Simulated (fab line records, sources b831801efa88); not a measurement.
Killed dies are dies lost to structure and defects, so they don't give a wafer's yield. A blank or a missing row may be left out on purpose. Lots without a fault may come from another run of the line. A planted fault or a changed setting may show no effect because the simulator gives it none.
A struck lot beside a sound one | flow sky130 | 32 steps out of a route of 708
Sound: wafers L799.1, L799.2, L799.3. Struck: wafers L803.2, L803.4, L803.6. The cause comes at the end.
At each step with rows: each side's tool, then ch and its chambers, then its first start. Under that, the readings that differ: sound wafers | struck wafers | difference of the means | sigmas: that difference in standard deviations of wafers without a fault.
alike: readings whose means differ by less than 2 such deviations, and words and numbers that are the same on both sides. not compared: withheld readings, readings that some wafer has no value for, bounds like >300 that may hide the same value, and numbers for which the record gives no deviation and whose values overlap.
The two part at a step that has a row with sigmas, a row that says differs or no value, or rows on one side only. Numbers that don't overlap but have no deviation are shown without sigmas and don't part them. A reading that every wafer of one side lacks parts them only if that side has two wafers or more.

SKY_CONTACT_ETCH_18: etches Si3N4 in CHF3/O2, stops on TiN, time 39 s, target depth 75 nm.
  sound on rie_diel-04 ch 0,1,3; struck on rie_diel-02 ch 0,1,2
  alike: O2_flow_sccm, drypump_motor_current_A, oes_product_au, throttle_valve_pct
  not compared: rf_hours_counter_h
then, 5 steps without rows for these wafers: SKY_CONTACT_STRIP_19 (strips in O2/N2); SKY_CONTACT_STRIP_20 (strips in post etch residue remover, time 1200 s); SKY_CONTACT_CLEAN_21 (cleans in IPA, time 180 s); SKY_CONTACT_CLEAN_22 (cleans in O3/DIW); SKY_CONTACT_SPUTTER_23 (material TiN, target thk 20 nm, time 80 s).
SKY_CONTACT_CVD_24: deposits W, target thk 340 nm, time 102.12 s.
  sound on cvd_w-02 ch 0,1, day 32 13:22; struck on cvd_w-01 ch 0,1, day 33 23:56
  alike: heater_power_w
SKY_CONTACT_RS_MEAS_25: measures by four-point-probe.
  sound on film_metro-02, day 32 13:29; struck on film_metro-04, day 34 00:04
  alike: CONTACT_W_RS
SKY_CONTACT_THK_MEAS_26: measures by xrf.
  sound on film_metro-02, day 32 13:36; struck on film_metro-04, day 34 00:11
  alike: CONTACT_W_THK
then, 3 steps without rows for these wafers: SKY_CONTACT_CMP_27 (polishes, stops on SiO2, t overpolish 15 s, target thk 0 nm); SKY_METAL1_SPUTTER_00 (material Ti, target thk 15 nm, time 10 s); SKY_METAL1_SPUTTER_01 (material TiN, target thk 20 nm, time 16.7 s).
SKY_METAL1_SPUTTER_02: material AlCu, target thk 250 nm, time 13.3 s.
  sound on pvd_sputter-01, day 32 15:46; struck on pvd_sputter-02, day 34 00:43
  reading                                     | sound             | struck            | difference | sigmas
  cathode_dc_power_W (W)                      | 10603 10601 10600 | 13095 13098 13098 | +2496      | +99 or more
  model.AlCu_of_METAL1_SPUTTER_02.thk_nm (nm) | 250 245.5 247     | 310.3 307.7 308.1 | +61.2      |
  alike: throttle_valve_pct
SKY_METAL1_SPUTTER_03: material Ti, target thk 5 nm, time 3.3 s.
  sound on pvd_sputter-01, day 32 15:47; struck on pvd_sputter-02, day 34 00:44
  alike: cathode_dc_power_W, throttle_valve_pct
SKY_METAL1_SPUTTER_04: material TiN, target thk 70 nm, time 58.3 s.
  sound on pvd_sputter-01, day 32 15:49; struck on pvd_sputter-02, day 34 00:45
  alike: cathode_dc_power_W, throttle_valve_pct
SKY_METAL1_RS_MEAS_05: measures by four-point-probe.
  sound on film_metro-03, day 32 15:52; struck on film_metro-03, day 34 00:49
  reading                 | sound                | struck               | difference | sigmas
  METAL1_ALCU_RS (ohm/sq) | 0.1269 0.1294 0.1286 | 0.1017 0.1025 0.1023 | -0.0261    | -19
SKY_METAL1_THK_MEAS_06: measures by xrf.
  sound on film_metro-03, day 32 15:59; struck on film_metro-03, day 34 00:56
  reading              | sound       | struck      | difference | sigmas
  METAL1_ALCU_THK (nm) | 252 249 249 | 312 310 311 | +61        | +19
then, 8 steps without rows for these wafers: SKY_METAL1_DEHYDRATE_07 (time 60 s); SKY_METAL1_HMDS_08 (prime time 60 s); SKY_METAL1_COAT_09 (resist thk 60 nm); SKY_METAL1_COAT_10 (resist thk 450 nm); SKY_METAL1_SOFTBAKE_11 (time 90 s); SKY_METAL1_EXPOSE_12 (exposes mask MM1, target cd 140 nm); SKY_METAL1_PEB_13; SKY_METAL1_DEVELOP_14 (develop time 60 s).
SKY_METAL1_CD_MEAS_15: target cd 140 nm.
  sound on cd_sem-02, day 33 18:20; struck on cd_sem-01, day 35 03:35
  alike: cd_nm
SKY_METAL1_OVL_MEAS_16:
  sound on overlay-02, day 33 18:27; struck on overlay-01, day 35 03:42
  alike: METAL1_OVL
then, 1 step without rows for these wafers: SKY_METAL1_DESCUM_17 (chemistry O2, time 8 s).
SKY_METAL1_ETCH_18: etches BARC in N2/H2, stops on SiO2, time 45.9 s, target depth 60 nm.
  sound on rie_metal-04 ch 0, day 33 18:33; struck on rie_metal-02 ch 0,1, day 35 03:46
  alike: drypump_motor_current_A, oes_product_au, throttle_valve_pct
  not compared: rf_hours_counter_h
SKY_METAL1_METAL_ETCH_19: etches the open film in Cl2/BCl3, stops on SiO2, target depth 360 nm, time 78 s.
  sound on rie_metal-04 ch 0, day 33 18:41; struck on rie_metal-02 ch 0,1, day 35 03:49
  reading               | sound             | struck            | difference | sigmas
  oes_product_au (a.u.) | 0.845 0.847 0.850 | 0.891 0.886 0.884 | +0.040     | +7
  alike: drypump_motor_current_A, mfc_cl2_sccm, throttle_valve_pct
  not compared: rf_hours_counter_h
then, 1 step without rows for these wafers: SKY_METAL1_STRIP_20 (strips in O2/N2).
-- the record jumps here: 12 days lie between the struck wafers' starts before and after (it left off in module METAL1 and takes up again in module PAD_OPEN, whose first step shown is number 708 of the route) --
SKY_PAD_OPEN_PROBE_99:
  sound on prober-01, day 46 17:43; struck on prober-01, day 47 12:14
  reading                      | sound                | struck        | difference | sigmas
  killed_at_other              | 0 0 0                | 2 0           | +1         | +2
  sort_bin_5_function (%)      | 10.2 9.3 11.2        | 15.9 10.4     | +2.9       | +2
  model.etest.met1.line_ohm_um | 0.9319 0.9661 0.9382 | 0.7352 0.7578 | -0.1989    |
  model.etest.met1.rs_ohm_sq   | 0.1284 0.1307 0.1299 | 0.104 0.1034  | -0.026     |
  alike: defect_limited_yield, killed_at_M0_to_M3, killed_at_M4_up, killed_at_contacts, killed_at_front_end, killed_dies, killed_open, killed_short, sort_bin_3_pad_short, sort_bin_6_memory, sort_n_pass, sort_yield_pct

WHERE THEY PART
First at SKY_METAL1_SPUTTER_02; last, within this record, at SKY_PAD_OPEN_PROBE_99.

WHY: what the simulator had put in
Process parameter drift: pvd_sputter-02, from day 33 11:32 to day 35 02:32, at SKY_METAL1_SPUTTER_02. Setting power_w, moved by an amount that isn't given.
